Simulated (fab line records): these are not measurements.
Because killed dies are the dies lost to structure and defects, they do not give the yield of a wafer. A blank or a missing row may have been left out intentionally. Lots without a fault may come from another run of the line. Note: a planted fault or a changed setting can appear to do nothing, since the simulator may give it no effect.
fab line records    flow gf180mcu
[record] lots = 15  wafers = 45  last-day = 34
route steps=602 shown M3@426 V3@448 M4@456
lots with no fault: from the same line, run without faults
start-h: hours from the record's first day to the start of the lot's first wafer shown    wait-h: time in hours since the lot's previous step    " unchanged from the row above    L1.1+2: several wafers, shown together as one row    - either no value or no given start    * or withheld: withheld    < > ~ a bound
route shown NAME@n: a module of which the file shows steps, and the number in the route of the first    usual: mean and standard deviation over wafers with no fault    same: alike in all rows    chamber/n: place in a boat    sites: the reading at each site    _std_site: their standard deviation    _edge_site: outer sites' mean less inner sites'    radius-mm: how far each site lies from the wafer's centre    mask NAME#n: copy n    behind: the most recent tool/chamber to have shaped the wafer    hold: what put the lot on hold/how long, in hours/how the hold closed    device: names the non-switching transistor (n, p or np)    end of line: tests run on the same wafers once the route is complete    a step with no rows: only its recipe    killed: at the first sort, the dies lost to defects and structure; wafer yield is something else    map: the dies of a wafer, with x for killed, . for not killed, _ for no die there
set.NAME: the setting the step ran with; set.NAME@STEP: the setting that earlier step ran with    model.NAME: the simulator's own value behind a step, which no gauge read
one table for each step of the route and one row for each wafer, over a sample of lots
services: from which hour (start-h, from the record's first day; less than 0 if before it) a tool's chamber was out of use, for how many hours, and why
[[steps]]
[step GF_M3_STRIP_17]
[recipe] chemistry = O2/N2  power-w = 1400  pressure-mtorr = 1500  platen-temp-c = 250  o2-flow-sccm = 3000  n2-flow-sccm = 300  overash-fraction = 0.5
[usual] chamber-pressure-mTorr = 1500.2/1.3  drypump-motor-current-A = 5.8/0.44  heater-power-w = 302/26  oes-product-au = 0.558/0.0051  platen-temp-c = 249.98/0.19  strip-time-to-endpoint-s = 7.88/0.051
[same] overash-fraction = 0.5
lot.wafer  tool             chamber  start-h  wait-h  chamber-pressure-mTorr  drypump-motor-current-A  heater-power-w  oes-product-au  platen-temp-c  rf-hours-counter-h  strip-time-to-endpoint-s
L729.1     plasma-asher-02  0        505.08   0.1     1499.8                  5.7                      320             0.562           249.98         40                  7.83
L729.2     "                1        "        "       1502.9                  5.6                      314             0.557           249.79         40                  7.90
L729.4     "                0        "        "       1500.7                  5.7                      317             0.560           250.00         -                   7.89
L730.1     plasma-asher-01  0        511.33   0.1     1501.7                  5.4                      284             0.558           249.33         75                  7.84
L730.3     "                0        "        "       1501.3                  5.4                      281             0.548           249.85         -                   7.84
L730.5     "                1        "        "       1501.0                  6.4                      282             0.553           250.14         -                   7.83
L731.1     plasma-asher-01  0        523.53   0.1     1500.6                  5.4                      281             0.556           250.49         77                  7.93
L731.2     "                1        "        "       1500.9                  6.4                      280             0.556           249.83         77                  7.83
L731.3     "                0        "        "       1499.2                  5.4                      279             0.556           249.99         -                   7.85
L732.2     plasma-asher-01  1        534.93   0.1     1498.0                  6.4                      284             0.561           249.88         79                  7.87
L732.4     "                1        "        "       1498.5                  6.4                      280             0.564           250.16         -                   7.86
L732.5     "                1        "        "       1501.3                  6.4                      274             0.562           250.07         -                   7.87
L738.1     plasma-asher-01  0        585.02   0.1     1499.6                  5.4                      282             0.561           250.20         85                  7.98
L738.4     "                1        "        "       1500.2                  6.4                      284             0.555           249.90         -                   7.91
L738.5     "                0        "        "       1499.5                  5.4                      283             0.554           250.06         -                   7.85
L737.1     plasma-asher-04  0        587.06   0.1     1499.9                  5.3                      361             0.562           249.80         88                  7.92
L737.3     "                1        "        "       1500.4                  6.3                      345             0.563           250.33         -                   7.86
L737.5     "                0        "        "       1499.8                  5.3                      351             0.551           250.06         -                   7.83
L739.3     plasma-asher-04  1        595.81   0.1     1500.6                  6.3                      341             0.555           249.81         -                   7.87
L739.4     "                0        "        "       1500.0                  5.3                      360             0.559           249.82         -                   7.89
L739.6     "                0        "        "       1500.4                  5.3                      363             0.556           250.12         -                   7.84
L742.2     plasma-asher-04  1        619.78   0.1     1499.3                  6.4                      345             0.555           250.13         91                  7.80
L742.3     "                0        "        "       1502.4                  5.3                      354             0.563           249.92         -                   7.81
L742.5     "                0        "        "       1500.8                  5.3                      366             0.560           249.94         -                   7.86
L743.1     plasma-asher-01  1        624.83   0.1     1500.3                  6.5                      281             0.554           249.87         89                  7.94
L743.3     "                1        "        "       1501.0                  6.5                      282             0.554           250.06         -                   7.91
L743.5     "                1        "        "       1498.7                  6.4                      282             0.561           250.09         -                   7.94
L744.2     plasma-asher-01  1        635.13   0.1     1499.8                  6.4                      275             0.555           250.19         90                  7.87
L744.5     "                0        "        "       1502.1                  5.4                      279             0.563           250.20         -                   7.88
L744.6     "                1        "        "       1501.1                  6.4                      275             0.566           250.33         -                   7.97
L746.2     plasma-asher-02  0        642.83   0.1     1500.1                  5.7                      310             0.552           249.84         56                  7.82
L746.3     "                1        "        "       1501.8                  5.6                      311             0.558           249.86         -                   7.77
L746.5     "                0        "        "       1499.4                  5.7                      325             0.551           249.91         -                   7.80
L747.2     plasma-asher-01  0        650.63   0.1     1498.7                  5.4                      282             0.554           249.84         92                  7.92
L747.3     "                1        "        "       1498.3                  6.5                      281             0.559           249.83         -                   7.90
L747.6     "                1        "        "       1501.1                  6.4                      279             0.566           250.05         -                   7.95
L748.4     plasma-asher-01  0        658.96   0.1     1499.4                  5.4                      278             0.559           249.92         -                   7.82
L748.5     "                0        "        "       1499.9                  5.4                      283             0.558           250.13         -                   7.81
L748.6     "                1        "        "       1500.7                  6.4                      279             0.565           249.89         -                   7.88
L749.2     plasma-asher-02  1        666.73   0.1     1501.2                  5.5                      307             0.562           249.81         59                  7.95
L749.3     "                0        "        "       1499.8                  5.7                      318             0.557           250.66         -                   7.84
L749.6     "                1        "        "       1499.7                  5.6                      309             0.563           250.10         -                   7.91
L750.1     plasma-asher-01  0        673.59   0.2     1501.0                  5.4                      290             0.549           250.06         95                  7.80
L750.2     "                1        "        "       1499.8                  6.4                      279             0.556           250.11         95                  7.78
L750.5     "                1        "        "       1499.9                  6.5                      280             0.546           249.92         -                   7.77
[step GF_V3_STRIP_19]
[recipe] chemistry = post-etch-residue-remover  time-s = 1200  temp-c = 72.5
[usual] bath-guard-temp-C = 72.2/0.48  bath-heat-duty-pct = 14.6/1.5  time-s = 1200/0
lot.wafer  tool          chamber  start-h  wait-h  bath-guard-temp-C  bath-heat-duty-pct  time-s
L729.1     wet-bench-02  3        529.63   0.1     72.0               14.6                1200
L729.2     "             3        "        "       72.4               14.5                1200
L729.4     "             3        "        "       71.6               14.6                1200
L730.1     wet-bench-03  1        536.40   0.1     71.8               15.2                1200
L730.3     "             1        "        "       72.0               14.5                1200
L730.5     "             1        "        "       72.1               15.3                1200
L731.1     wet-bench-03  2        548.20   0.1     71.5               14.2                1200
L731.2     "             2        "        "       71.4               12.8                1200
L731.3     "             2        "        "       71.6               13.0                1200
L732.2     wet-bench-02  2        558.78   0.1     73.3               14.3                1200
L732.4     "             2        "        "       73.6               11.1                1200
L732.5     "             2        "        "       73.1               13.1                1200
L738.1     wet-bench-04  0        607.40   0.1     -                  -                   -
L738.4     "             0        "        "       -                  -                   -
L738.5     "             0        "        "       -                  -                   -
L737.1     wet-bench-04  2        609.90   0.1     -                  -                   -
L737.3     "             2        "        "       -                  -                   -
L737.5     "             2        "        "       -                  -                   -
L739.3     wet-bench-03  0        618.35   0.0     -                  -                   -
L739.4     "             0        "        "       -                  -                   -
L739.6     "             0        "        "       -                  -                   -
L742.2     wet-bench-02  1        641.25   0.1     72.2               14.9                1200
L742.3     "             1        "        "       72.7               16.0                1200
L742.5     "             1        "        "       72.3               16.4                1200
L743.1     wet-bench-02  3        646.59   0.1     71.9               14.6                1200
L743.3     "             3        "        "       72.1               14.6                1200
L743.5     "             3        "        "       72.0               13.5                1200
L744.2     wet-bench-03  1        656.44   0.1     71.9               15.5                1200
L744.5     "             1        "        "       71.8               14.4                1200
L744.6     "             1        "        "       71.8               14.0                1200
L746.2     wet-bench-04  1        663.59   0.1     72.2               14.7                1200
L746.3     "             1        "        "       72.5               16.1                1200
L746.5     "             1        "        "       72.4               16.1                1200
L747.2     wet-bench-03  1        671.73   0.1     71.9               15.2                1200
L747.3     "             1        "        "       72.0               16.4                1200
L747.6     "             1        "        "       71.7               15.3                1200
L748.4     wet-bench-02  3        678.40   0.0     71.9               14.6                1200
L748.5     "             3        "        "       71.7               13.8                1200
L748.6     "             3        "        "       71.9               15.8                1200
L749.2     wet-bench-03  3        686.68   0.1     72.7               13.6                1200
L749.3     "             3        "        "       73.1               15.2                1200
L749.6     "             3        "        "       73.1               15.2                1200
L750.1     wet-bench-02  1        693.89   0.1     72.1               15.4                1200
L750.2     "             1        "        "       72.4               15.1                1200
L750.5     "             1        "        "       72.1               14.2                1200
[step GF_V3_SPUTTER_21]
[recipe] material = Ti  target-thk-nm = 15  chamber-pressure-pa = 5  power-w = 2500  substrate-temp-c = 200  time-s = 80.02
[usual] throttle-valve-pct = 30.0/1
[same] time-s = 80.02
lot.wafer  tool            chamber  start-h  wait-h  throttle-valve-pct
L729.1     pvd-sputter-02  -        530.08   0.0     30.2
L729.2     "               -        "        "       28.1
L729.4     "               -        "        "       31.3
L730.1     pvd-sputter-02  -        536.90   0.0     28.2
L730.3     "               -        "        "       31.5
L730.5     "               -        "        "       30.4
L731.1     pvd-sputter-01  -        548.63   0.0     29.4
L731.2     "               -        "        "       31.1
L731.3     "               -        "        "       29.1
L732.2     pvd-sputter-03  -        559.25   0.0     31.5
L732.4     "               -        "        "       28.7
L732.5     "               -        "        "       28.5
L738.1     pvd-sputter-03  -        607.86   0.0     30.0
L738.4     "               -        "        "       30.3
L738.5     "               -        "        "       28.5
L737.1     pvd-sputter-01  -        610.36   0.0     29.1
L737.3     "               -        "        "       31.1
L737.5     "               -        "        "       29.1
L739.3     pvd-sputter-03  -        618.82   0.0     29.9
L739.4     "               -        "        "       31.4
L739.6     "               -        "        "       28.9
L742.2     pvd-sputter-01  -        641.71   0.0     30.7
L742.3     "               -        "        "       29.2
L742.5     "               -        "        "       30.9
L743.1     pvd-sputter-01  -        647.06   0.0     29.1
L743.3     "               -        "        "       29.3
L743.5     "               -        "        "       29.5
L744.2     pvd-sputter-01  -        656.88   0.0     29.0
L744.5     "               -        "        "       29.1
L744.6     "               -        "        "       29.6
L746.2     pvd-sputter-02  -        664.07   0.0     28.3
L746.3     "               -        "        "       29.5
L746.5     "               -        "        "       30.0
L747.2     pvd-sputter-02  -        672.16   0.0     27.9
L747.3     "               -        "        "       29.8
L747.6     "               -        "        "       28.2
L748.4     pvd-sputter-03  -        678.83   0.0     28.6
L748.5     "               -        "        "       31.6
L748.6     "               -        "        "       28.6
L749.2     pvd-sputter-02  -        687.11   0.0     30.3
L749.3     "               -        "        "       29.6
L749.6     "               -        "        "       31.4
L750.1     pvd-sputter-01  -        694.33   0.0     30.7
L750.2     "               -        "        "       30.7
L750.5     "               -        "        "       29.1
[step GF_M4_SPUTTER_00]
[recipe] material = Ti  target-thk-nm = 37.5  arriving-ion-energy-ev = 80  substrate-temp-c = 200  chamber-pressure-pa = 2  power-w = 4000  time-s = 150
[usual] throttle-valve-pct = 29.7/1.1
[same] time-s = 150
lot.wafer  tool            chamber  start-h  wait-h  throttle-valve-pct
L729.1     pvd-sputter-02  -        530.77   0.1     29.7
L729.2     "               -        "        "       30.3
L729.4     "               -        "        "       31.4
L730.1     pvd-sputter-01  -        537.59   0.2     28.9
L730.3     "               -        "        "       30.7
L730.5     "               -        "        "       31.2
L731.1     pvd-sputter-02  -        549.32   0.1     31.4
L731.2     "               -        "        "       29.9
L731.3     "               -        "        "       28.2
L732.2     pvd-sputter-04  -        559.94   0.1     27.9
L732.4     "               -        "        "       29.1
L732.5     "               -        "        "       29.3
L738.1     pvd-sputter-02  -        608.55   0.1     29.7
L738.4     "               -        "        "       30.0
L738.5     "               -        "        "       31.3
L737.1     pvd-sputter-02  -        611.05   0.2     30.3
L737.3     "               -        "        "       29.8
L737.5     "               -        "        "       31.2
L739.3     pvd-sputter-04  -        619.51   0.2     29.4
L739.4     "               -        "        "       29.1
L739.6     "               -        "        "       28.2
L742.2     pvd-sputter-04  -        642.40   0.2     29.2
L742.3     "               -        "        "       30.7
L742.5     "               -        "        "       27.9
L743.1     pvd-sputter-04  -        647.75   0.2     29.2
L743.3     "               -        "        "       28.5
L743.5     "               -        "        "       29.1
L744.2     pvd-sputter-04  -        657.57   0.2     30.9
L744.5     "               -        "        "       29.2
L744.6     "               -        "        "       28.0
L746.2     pvd-sputter-01  -        664.76   0.2     31.0
L746.3     "               -        "        "       30.7
L746.5     "               -        "        "       30.8
L747.2     pvd-sputter-04  -        672.86   0.2     28.0
L747.3     "               -        "        "       29.4
L747.6     "               -        "        "       29.3
L748.4     pvd-sputter-02  -        679.52   0.2     31.6
L748.5     "               -        "        "       31.4
L748.6     "               -        "        "       28.4
L749.2     pvd-sputter-04  -        687.81   0.1     28.0
L749.3     "               -        "        "       29.3
L749.6     "               -        "        "       27.9
L750.1     pvd-sputter-01  -        695.03   0.1     31.0
L750.2     "               -        "        "       29.2
L750.5     "               -        "        "       29.1
[[services]]
tool             chamber  start-h  hours  kind
wet-bench-04     -        500.41   1.4    repair
plasma-asher-04  -        505.04   38.0   pm
plasma-asher-01  -        507.90   0.5    repair
pvd-sputter-03   -        529.51   9.7    repair
plasma-asher-02  -        552.81   2.6    repair
pvd-sputter-01   -        571.38   22.5   repair
wet-bench-04     -        615.81   1.1    repair
pvd-sputter-02   -        620.63   1.9    repair
plasma-asher-04  -        632.76   4.3    repair
plasma-asher-04  -        649.08   15.5   repair
plasma-asher-04  -        665.54   2.8    pm
[[key]]
[first-sign] step = GF_V3_STRIP_19  reading = tool-record  direction = missing
effect none on later readings
met-at GF_V3_STRIP_19
struck-lots L737,L738,L739
sort-left-out L737.1,L737.3,L737.5,L738.1,L738.4,L738.5,L739.3,L739.4,L739.6
not-acting-at GF_M3_STRIP_17,GF_V3_SPUTTER_21,GF_M4_SPUTTER_00
onset-between 548.20 607.40
[fault] kind = skipped-step-whole  tool = wet-bench-03,wet-bench-04  chamber = -  onset-h = 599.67  steps = GF_V3_STRIP_19  scope = struck-lots-only
// sort-left-out: the simulated sort isn't trusted on such a fault, so these wafers' sort isn't shown, and their yield isn't known
